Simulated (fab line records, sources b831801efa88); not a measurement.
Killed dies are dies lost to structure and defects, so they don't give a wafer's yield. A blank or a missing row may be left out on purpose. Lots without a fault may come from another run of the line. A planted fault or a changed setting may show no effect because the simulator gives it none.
Chamber matching | flow sky130 | SKY_VIA2_CMP_02 on cmp-01: 4 sister chambers
The step polishes SiO2. 4 wafers are shown with their chamber, then 8 later ones without.

WAFERS WITH THEIR CHAMBER
wafer  | chamber | motor_current_A (A)
L472.1 | 2       | 12.3
L474.1 | 3       | 10.6
L474.6 | 1       | 10.7
L475.1 | 0       | 12.1

WAFERS WITHOUT THEIR CHAMBER
wafer  | motor_current_A (A)
L475.2 | 10.3
L475.4 | 11.2
L477.4 | 9.8
L477.5 | 10.4
L477.6 | 12.2
L479.2 | 10.7
L479.3 | 11.4
L479.6 | 13.4

WHICH CHAMBER EACH WENT THROUGH
wafer  | from the rows above               | in truth
L475.2 | can't be placed: 3 or 1           | 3
L475.4 | can't be placed: 1 or 3 or 0 or 2 | 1
L477.4 | can't be placed: 3 or 1           | 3
L477.5 | can't be placed: 3 or 1           | 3
L477.6 | can't be placed: 0 or 2           | 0
L479.2 | can't be placed: 1 or 3           | 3
L479.3 | can't be placed: 0 or 1 or 3 or 2 | 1
L479.6 | can't be placed: 2 or 0           | 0
Placed correctly: 0 of 8. Can't be placed from these rows: 8 (the true chamber is among the candidates in 8). Placed wrongly: 0.
How it was worked out, from the rows above alone: a wafer's distance from a chamber is the root of the sum, over the readings, of the square of ((its reading less the chamber's mean) divided by the reading's scatter). The wafer belongs to the nearest chamber; if the next one is less than 2 further off, it can't be placed. A chamber's mean is the mean of its shown wafers. The scatter: with one shown wafer a chamber, the root of the mean of the squares of how far each hidden wafer lies from its nearest shown one.
